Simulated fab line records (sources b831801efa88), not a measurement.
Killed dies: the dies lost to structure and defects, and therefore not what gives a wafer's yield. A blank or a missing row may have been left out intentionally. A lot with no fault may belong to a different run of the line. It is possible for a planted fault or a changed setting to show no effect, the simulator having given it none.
Which of the tools did it? ; flow gf180mcu ; 12 lots with 36 wafers sampled at 4 steps, on a route of 602 steps

## WHAT EACH GAUGE READ, for each wafer
GF_CONTACT_THK_MEAS_01. Usual: CONTACT_CVD_00_THK typically reads 301 nm, with standard deviation 3.1.
lot;measured;on;CONTACT_CVD_00_THK (nm);flag
L667;day 15 17:44;film-metro-01;299 302 299;
L668;day 16 06:46;film-metro-02;298 302 299;
L669;day 16 20:26;film-metro-01;300 299 301;
L670;day 16 22:34;film-metro-04;303 301 303;
L673;day 18 04:09;film-metro-02;297 302 302;
L674;day 18 05:51;film-metro-01;454 455 447;OFF
L677;day 19 10:11;film-metro-04;452 454 448;OFF
L681;day 21 01:07;film-metro-04;299 301 300;
L683;day 21 19:19;film-metro-02;301 303 300;
L684;day 22 03:26;film-metro-02;301 303 302;
L685;day 22 14:44;film-metro-02;305 299 304;
L686;day 23 02:45;film-metro-01;302 305 300;

GF_CONTACT_BOW_MEAS_05. Usual: CONTACT_BOW typically reads 65 um, with standard deviation 6.8.
lot;measured;on;CONTACT_BOW (um);flag
L667;day 15 18:14;film-metro-01;66 56 76;
L668;day 16 07:15;film-metro-01;64 74 59;
L669;day 16 20:56;film-metro-01;77 78 62;
L670;day 16 23:05;film-metro-01;67 67 69;
L673;day 18 04:38;film-metro-01;71 73 66;
L674;day 18 06:20;film-metro-01;66 70 84;
L677;day 19 10:41;film-metro-02;70 83 66;
L681;day 21 01:38;film-metro-01;66 57 64;
L683;day 21 19:49;film-metro-02;55 67 65;
L684;day 22 03:55;film-metro-04;47 63 50;
L685;day 22 15:14;film-metro-02;58 61 63;
L686;day 23 03:15;film-metro-02;63 69 60;

GF_CONTACT_OVL_MEAS_15. Usual: CONTACT_OVL typically reads 2 nm, with standard deviation 6.
lot;measured;on;CONTACT_OVL (nm);flag
L667;day 16 16:50;overlay-01;-4 5 2;
L668;day 17 06:45;overlay-01;-2 1 4;
L669;day 17 20:35;overlay-02;3 -6 3;
L670;day 17 22:16;overlay-02;-1 5 6;
L673;day 19 05:12;overlay-02;4 2 -4;
L674;day 19 07:22;overlay-02;8 5 9;
L677;day 20 11:16;overlay-01;5 15 6;
L681;day 22 02:16;overlay-02;1 5 -2;
L683;day 22 19:14;overlay-02;0 0 0;
L684;day 23 03:30;overlay-01;3 11 13;
L685;day 23 14:13;overlay-01;-13 -12 -12;
L686;day 24 02:26;overlay-01;6 -1 3;

## EACH LOT AND THE TOOL THAT RAN IT (in order: tool; ch and the chambers of the sampled wafers; start)
lot;GF_CONTACT_CVD_00
L667;hdpcvd-01 ch 0,1, day 15 17:41
L668;hdpcvd-01 ch 1,2, day 16 06:43
L669;hdpcvd-02 ch 0,1, day 16 20:23
L670;hdpcvd-01 ch 0,1,2, day 16 22:31
L673;hdpcvd-01 ch 0,1, day 18 04:07
L674;hdpcvd-01 ch 0,1,2, day 18 05:49
L677;hdpcvd-01 ch 0,1, day 19 10:08
L681;hdpcvd-02 ch 0,2, day 21 01:03
L683;hdpcvd-02 ch 0,2, day 21 19:16
L684;hdpcvd-02 ch 0,1,2, day 22 03:23
L685;hdpcvd-02 ch 0,2, day 22 14:42
L686;hdpcvd-01 ch 0,2, day 23 02:41
- GF_CONTACT_CVD_00: deposits SiO2, target thk 300 nm, time 50 s.

## WHAT THE TOOLS THEMSELVES READ (means of the sampled wafers that have a number; where no wafer has one, the mark that the record gives instead)
GF_CONTACT_CVD_00. Usual: sih4-flow-sccm reads 60.01 sccm (standard deviation 0.17).
lot;tool;sih4-flow-sccm (sccm);flag
L667;hdpcvd-01;60.12;
L668;hdpcvd-01;60.03;
L669;hdpcvd-02;60.07;
L670;hdpcvd-01;60.07;
L673;hdpcvd-01;60.10;
L674;hdpcvd-01;89.93;OFF
L677;hdpcvd-01;90.10;OFF
L681;hdpcvd-02;59.98;
L683;hdpcvd-02;59.87;
L684;hdpcvd-02;60.05;
L685;hdpcvd-02;59.99;
L686;hdpcvd-01;59.84;

## THE ANSWER, worked out from the rows above alone
Rule: a lot counts as off when the mean over its wafers that have a number is more than 3 standard deviations away from the usual mean. Also off: a lot with no number at a reading for which 4 or more lots have one. All remaining lots with rows at the step are treated as sound. After the gauges, taken in route order, come the tools' own readings; for these a lot's mean is taken, as printed above. The first step at which some lot is off is used, and at that step the reading that is off furthest; a lot without a number counts as furthest.
Off: L674, L677, seen at GF_CONTACT_THK_MEAS_01 (CONTACT_CVD_00_THK).
A tool fits if, at a process step before that reading, it ran every lot that is off, and no sound lot after the first of them. Not tried: the gauges at GF_CONTACT_THK_MEAS_01; whatever is off there is also off at GF_CONTACT_CVD_00, on other tools, and gauge error can't account for it. None of those tried fits.

## WHAT THE SIMULATOR HAD PUT IN
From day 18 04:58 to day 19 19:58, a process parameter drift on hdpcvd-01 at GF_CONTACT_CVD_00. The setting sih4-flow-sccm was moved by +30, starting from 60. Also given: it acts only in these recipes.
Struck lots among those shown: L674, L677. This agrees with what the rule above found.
